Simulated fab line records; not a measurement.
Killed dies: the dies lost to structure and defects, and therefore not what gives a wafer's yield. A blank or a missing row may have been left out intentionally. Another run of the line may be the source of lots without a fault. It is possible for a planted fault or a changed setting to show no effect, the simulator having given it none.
One fault seen from 2 desks / flow gf180mcu / every desk sees just its own numbers, and what lay behind them comes last

## AT THE METROLOGY DESK
What the gauges read, lot by lot, whatever tool the lot ran on: means of the sampled wafers that have a number. The brackets show how far a lot's mean lies from the usual mean; more than 4 standard deviations puts the lot out of limits, marked OUT.
Columns: A = POLY_GATE_OVL at GF_POLY_GATE_OVL_MEAS_11, usual -2 nm
lot=L742; first seen here=day 9 08:26; A=-5
lot=L743; first seen here=day 9 14:34; A=2
lot=L744; first seen here=day 9 16:10; A=5
lot=L745; first seen here=day 10 01:13; A=-2
lot=L746; first seen here=day 10 06:08; A=4
lot=L747; first seen here=day 10 16:08; A=-9
lot=L748; first seen here=day 11 05:50; A=-1
lot=L749; first seen here=day 11 12:26; A=-5
lot=L754; first seen here=day 12 17:41; A=0
lot=L758; first seen here=day 13 17:47; A=0
lot=L760; first seen here=day 14 09:28; A=4
lot=L761; first seen here=day 14 13:42; A=-2
lot=L764; first seen here=day 15 11:38; A=8
lot=L765; first seen here=day 15 15:39; A=-5
This desk found nothing out of limits on any of the 14 lots.

## FOR THE TOOL OWNER'S DESK: litho_track-03
The tool's own readings at GF_STI_PEB_10 (peb time 90 s): means of the sampled wafers that have a number, for each lot that ran on this tool. The brackets show how far a lot's mean lies from the usual mean; more than 4 standard deviations puts the lot out of limits, marked OUT.
Columns: A = heater_power_total_W at GF_STI_PEB_10, usual 85.70 W; B = plate_temp_C at GF_STI_PEB_10, usual 135.02 C; C = resist_line_temp_C at GF_STI_PEB_10, usual 23.01 C
lot=L743; first seen here=day 2 08:02; A=85.66; B=135.01; C=22.93
lot=L746; first seen here=day 2 21:32; A=85.66; B=135.07; C=23.04
lot=L747; first seen here=day 3 03:23; A=85.68; B=135.01; C=23.01
lot=L749; first seen here=day 3 13:29; A=85.16 (-6.7) OUT; B=134.18 (-6.0) OUT; C=22.90
lot=L754; first seen here=day 4 18:14; A=85.03 (-8.3) OUT; B=134.27 (-5.3) OUT; C=23.01
This desk finds L749, L754 out of limits, L749 being first, at day 3 13:29 (heater_power_total_W at GF_STI_PEB_10). L743, L746, L747: within limits.

## ALL TOGETHER
On L749, L754, at day 3 13:29, an alarm was possible from the tool owner's desk.
At the metrology desk, nothing out of limits was observed.
The metrology desk has L749, L754 on record, within its limits.
All the named lots went through GF_STI_PEB_10 on litho_track-03.

## WHAT HAD BEEN PUT IN BY THE SIMULATOR
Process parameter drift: litho_track-03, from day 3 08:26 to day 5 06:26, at GF_STI_PEB_10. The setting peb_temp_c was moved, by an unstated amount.
Struck lots among those shown: L749, L754.
Hours from the fault's start to each desk's first reading out of limits: the tool owner's desk, 5.
